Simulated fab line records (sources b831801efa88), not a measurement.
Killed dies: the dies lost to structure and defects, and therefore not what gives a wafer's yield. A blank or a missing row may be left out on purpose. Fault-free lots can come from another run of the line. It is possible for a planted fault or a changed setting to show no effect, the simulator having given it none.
Which tool was responsible?	flow gf180mcu	13 lots, 39 wafers sampled, at 5 steps of a route of 602

== WHAT THE GAUGES SHOWED, per wafer ==
GF_VT_IMPLANT_TW_MEAS_32. Usual: VT_IMPLANT_3_TW 267.7, standard deviation 1.3.
lot	measured	on	VT_IMPLANT_3_TW	flag
L180	day 6 22:53	film_metro-03	269.2 267.0 268.0	
L181	day 7 05:31	film_metro-03	268.4 268.3 266.8	
L182	day 7 11:10	film_metro-03	268.1 269.1 268.8	
L183	day 7 16:32	film_metro-04	267.2 266.4 266.6	
L184	day 7 23:47	film_metro-03	269.3 267.7 268.2	
L185	day 8 02:58	film_metro-03	268.8 267.7 267.2	
L186	day 8 21:43	film_metro-03	267.2 267.2 269.1	
L187	day 8 21:47	film_metro-04	266.7 267.7 267.2	
L188	day 9 02:28	film_metro-03	268.9 267.9 269.0	
L189	day 9 07:50	film_metro-03	269.2 267.6 269.9	
L196	day 11 06:58	film_metro-03	416.0 412.4 415.0	OFF
L197	day 11 13:46	film_metro-02	418.0 416.0 418.2	OFF
L198	day 11 20:56	film_metro-02	417.0 416.3 416.7	OFF

GF_SAB_CD_MEAS_09: the cd target is 420 nm. Usual: cd_nm 420 nm, standard deviation 3.1.
lot	measured	on	cd_nm (nm)	flag
L180	day 15 01:56	cd_sem-02	421 417 419	
L181	day 15 16:29	cd_sem-02	417 415 417	
L182	day 16 02:35	cd_sem-01	418 420 418	
L183	day 16 08:14	cd_sem-02	425 426 426	
L184	day 16 13:37	cd_sem-02	416 417 414	
L185	day 16 19:29	cd_sem-01	417 418 417	
L186	day 17 19:11	cd_sem-02	421 423 425	
L187	day 17 22:20	cd_sem-01	421 422 418	
L188	day 18 01:49	cd_sem-01	421 420 420	
L189	day 18 09:34	cd_sem-02	419 416 418	
L196	day 21 02:32	cd_sem-01	423 426 422	
L197	day 21 08:13	cd_sem-02	423 424 424	
L198	day 21 21:59	cd_sem-01	415 417 417	

GF_SALICIDE_RS_MEAS_04: the measuring method here is four-point-probe. Usual: SALICIDE_TIN_RS 16.3 ohm/sq, standard deviation 0.32.
lot	measured	on	SALICIDE_TIN_RS (ohm/sq)	flag
L180	day 15 02:36	film_metro-03	16.4 16.4 16.4	
L181	day 15 17:01	film_metro-01	16.9 16.7 16.8	
L182	day 16 03:08	film_metro-03	16.0 16.0 16.4	
L183	day 16 08:46	film_metro-01	16.0 15.9 15.8	
L184	day 16 14:11	film_metro-01	16.8 16.4 16.8	
L185	day 16 20:02	film_metro-04	16.5 16.7 16.5	
L186	day 17 19:44	film_metro-03	15.6 15.8 15.8	
L187	day 17 22:53	film_metro-03	16.0 16.1 16.4	
L188	day 18 02:23	film_metro-03	16.1 16.1 16.0	
L189	day 18 10:07	film_metro-03	16.0 15.9 16.1	
L196	day 21 03:07	film_metro-03	16.1 16.4 16.1	
L197	day 21 08:46	film_metro-04	16.5 16.5 16.7	
L198	day 21 22:32	film_metro-01	16.0 16.1 16.1	

== WHAT TOOL EACH LOT RAN ON (gives the tool, then ch and the chambers of the sampled wafers, and finally the start) ==
lot	GF_MVSD_STRIP_10	GF_VT_IMPLANT_IMPLANT_30
L180	plasma_asher-03 ch 0,1, day 4 11:40	implanter-02 ch 0, day 6 22:38
L181	plasma_asher-02 ch 0,1, day 4 17:49	implanter-02 ch 0, day 7 05:16
L182	plasma_asher-03 ch 1, day 4 21:38	implanter-01 ch 0, day 7 10:56
L183	plasma_asher-03 ch 0,1, day 5 03:22	implanter-01 ch 0, day 7 16:19
L184	plasma_asher-02 ch 0,1, day 5 09:47	implanter-02 ch 0, day 7 23:32
L185	plasma_asher-02 ch 0,1, day 5 14:08	implanter-04 ch 0, day 8 02:43
L186	plasma_asher-02 ch 0,1, day 6 03:23	implanter-01 ch 0, day 8 21:28
L187	plasma_asher-03 ch 0,1, day 6 03:37	implanter-04 ch 0, day 8 21:32
L188	plasma_asher-03 ch 0,1, day 6 09:20	implanter-02 ch 0, day 9 02:13
L189	plasma_asher-02 ch 0,1, day 6 14:29	implanter-02 ch 0, day 9 07:35
L196	plasma_asher-02 ch 0,1, day 8 07:44	implanter-02 ch 0, day 11 06:43
L197	plasma_asher-01 ch 0,1, day 8 14:58	implanter-04 ch 0, day 11 13:31
L198	plasma_asher-02 ch 0,1, day 8 21:28	implanter-02 ch 0, day 11 20:41
- GF_MVSD_STRIP_10: strips in O2/N2.
- GF_VT_IMPLANT_IMPLANT_30

== WHAT THE TOOLS THEMSELVES READ (means of the sampled wafers that have a number; where no wafer has one, the mark that the record gives instead) ==
GF_MVSD_STRIP_10. Usual: drypump_motor_current_A 5.66 A, standard deviation 0.27; heater_power_w 339 W, standard deviation 24; oes_product_au 0.722 a.u., standard deviation 0.0045; strip_time_to_endpoint_s 36.98 s, standard deviation 0.11.
lot	tool	drypump_motor_current_A (A)	heater_power_w (W)	oes_product_au (a.u.)	strip_time_to_endpoint_s (s)	flag
L180	plasma_asher-03	5.70	351	0.724	36.99	
L181	plasma_asher-02	5.69	352	0.718	36.96	
L182	plasma_asher-03	5.72	359	0.721	36.97	
L183	plasma_asher-03	5.75	341	0.723	37.01	
L184	plasma_asher-02	5.62	342	0.721	36.86	
L185	plasma_asher-02	5.71	353	0.724	36.86	
L186	plasma_asher-02	5.71	347	0.722	36.87	
L187	plasma_asher-03	5.70	363	0.724	37.07	
L188	plasma_asher-03	5.73	346	0.721	37.18	
L189	plasma_asher-02	5.70	341	0.723	37.19	
L196	plasma_asher-02	5.64	345	0.723	37.04	
L197	plasma_asher-01	5.31	296	0.726	36.91	
L198	plasma_asher-02	5.61	339	0.726	36.93	

== THE ANSWER, worked out from the rows above alone ==
Rule: lot off if the mean of its wafers having a number is beyond 3 standard deviations from the usual mean. A lot without any number at a reading at which 4 lots or more have one is off too. All remaining lots with rows at the step are treated as sound. The gauges are gone through in route order, then the tools' own readings, and for those a lot's mean is taken as printed above. At the first step where some lot is off, the reading lying furthest off is the one used; lots without a number count as furthest.
Off: L196, L197, L198, seen at GF_VT_IMPLANT_TW_MEAS_32 (VT_IMPLANT_3_TW).
A tool fits if, at a process step before that reading, it ran every lot that is off, and no sound lot after the first of them. Gauges at GF_VT_IMPLANT_TW_MEAS_32: tried the same way as those tools. None of those tried fits.

== WHAT THE SIMULATOR HAD INSERTED ==
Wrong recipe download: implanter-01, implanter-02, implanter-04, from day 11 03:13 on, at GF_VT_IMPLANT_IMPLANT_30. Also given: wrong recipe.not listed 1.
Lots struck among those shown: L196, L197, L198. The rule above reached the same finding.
